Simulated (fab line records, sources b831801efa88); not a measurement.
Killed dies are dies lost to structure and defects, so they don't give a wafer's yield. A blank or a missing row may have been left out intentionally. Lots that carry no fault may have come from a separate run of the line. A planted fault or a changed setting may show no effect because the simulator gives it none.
A lot that was struck, set against a sound lot | flow sfq-line | 15 steps out of a route of 325
Sound: wafers L218.2, L218.3, L218.4. Struck: wafer L233.4; the same lot's L233.5 was not struck, so it is left out; see the end for the cause.
Order at every step that has rows: each side's tool, ch and its chambers, its first start. Under that, the readings that differ: sound wafers | struck wafers | difference of the means | sigmas: that difference in standard deviations of wafers without a fault.
alike: readings with means less than 2 such deviations apart, plus words and numbers identical on both sides. not compared: withheld readings, readings lacking a value on some wafer, bounds such as >300 that could conceal the same value, and numbers that have no deviation in the record and whose values overlap.
A row with sigmas, a row that says differs or no value, or rows on one side alone: a step with any of these is where the two part. Numbers that don't overlap but have no deviation are shown without sigmas and don't part them. Lack of a reading on every wafer of one side parts them only where that side has two or more wafers.

SFQ_TRILAYER_R5_DEP_SPUTTER_132: material Ti, target thk 5 nm, time 5 s.
  sound on pvd-sputter-03 at day 62 07:24; struck on pvd-sputter-06 at day 66 04:11
  alike: throttle-valve-pct
SFQ_TRILAYER_R5_DEP_SPUTTER_133: material MoNx, target thk 40 nm, time 66.7 s.
  sound on pvd-sputter-03 at day 62 07:25; struck on pvd-sputter-06 at day 66 04:13
  alike: throttle-valve-pct
SFQ_TRILAYER_R5_DEP_SPUTTER_134: material Ti, target thk 5 nm, time 5 s.
  sound on pvd-sputter-03 at day 62 07:28; struck on pvd-sputter-06 at day 66 04:16
  alike: throttle-valve-pct
SFQ_R5_RS_MEAS_933: the measuring method here is four-point-probe.
  sound on film-metro-02 at day 62 07:31; struck on film-metro-03 at day 66 04:20
  alike: R5_MONX_RS
SFQ_R5_THK_MEAS_934: measures by xrf.
  sound on film-metro-02 at day 62 07:37; struck on film-metro-03 at day 66 04:26
  alike: R5_MONX_THK
then, 6 steps without rows for these wafers: SFQ_TRILAYER_R5_LITHO_COAT_141 (resist thk 62 nm); SFQ_TRILAYER_R5_LITHO_COAT_136 (resist thk 600 nm); SFQ_TRILAYER_R5_LITHO_SOFTBAKE_140; SFQ_TRILAYER_R5_LITHO_EXPOSE_137 (exposes mask R5, target cd 500 nm); SFQ_TRILAYER_R5_LITHO_PEB_139 (peb time 60 s); SFQ_TRILAYER_R5_LITHO_DEVELOP_138 (time 60 s).
-- the record jumps here: 5 days lie between the struck wafers' starts before and after --
SFQ_R5_OVL_MEAS_935:
  sound on overlay-02 at day 66 17:54; struck on overlay-02 at day 70 19:08
  alike: R5_OVL
SFQ_TRILAYER_R5_BARC_OPEN_METAL_ETCH_177: etches BARC in O2, target depth 125 nm, time 41.7 s.
  sound on rie-metal-04 ch 0,1, day 66 17:56; struck on rie-metal-04 ch 0, day 70 19:11
  reading                                             | sound             | struck | difference | sigmas
  model.KrF_of_TRILAYER_R5_LITHO_COAT_136.thk-nm (nm) | 525.4 524.3 524.9 | 546.8  | +21.9      |
  alike: drypump-motor-current-A, oes-product-au
  not compared: rf-hours-counter-h
SFQ_TRILAYER_R5_ETCH_METAL_ETCH_139: etches the open film in Cl2, stops on SiO2, target depth 60 nm, time 40 s.
  sound on rie-metal-04 ch 0,1, day 66 17:59; struck on rie-metal-04 ch 0, day 70 19:14
  reading                                             | sound             | struck | difference | sigmas
  model.KrF_of_TRILAYER_R5_LITHO_COAT_136.thk-nm (nm) | 501.4 500.5 500.5 | 523.4  | +22.6      |
  alike: drypump-motor-current-A, oes-product-au
  not compared: rf-hours-counter-h
SFQ_TRILAYER_R5_STRIP_STRIP_140: strips in O2.
  sound on rie-metal-04 ch 0,1, day 66 18:03; struck on rie-metal-04 ch 0, day 70 19:29
  alike: drypump-motor-current-A, oes-product-au
  not compared: rf-hours-counter-h

WHERE THEY PART
Nowhere in this record.

WHY: what the simulator had put in
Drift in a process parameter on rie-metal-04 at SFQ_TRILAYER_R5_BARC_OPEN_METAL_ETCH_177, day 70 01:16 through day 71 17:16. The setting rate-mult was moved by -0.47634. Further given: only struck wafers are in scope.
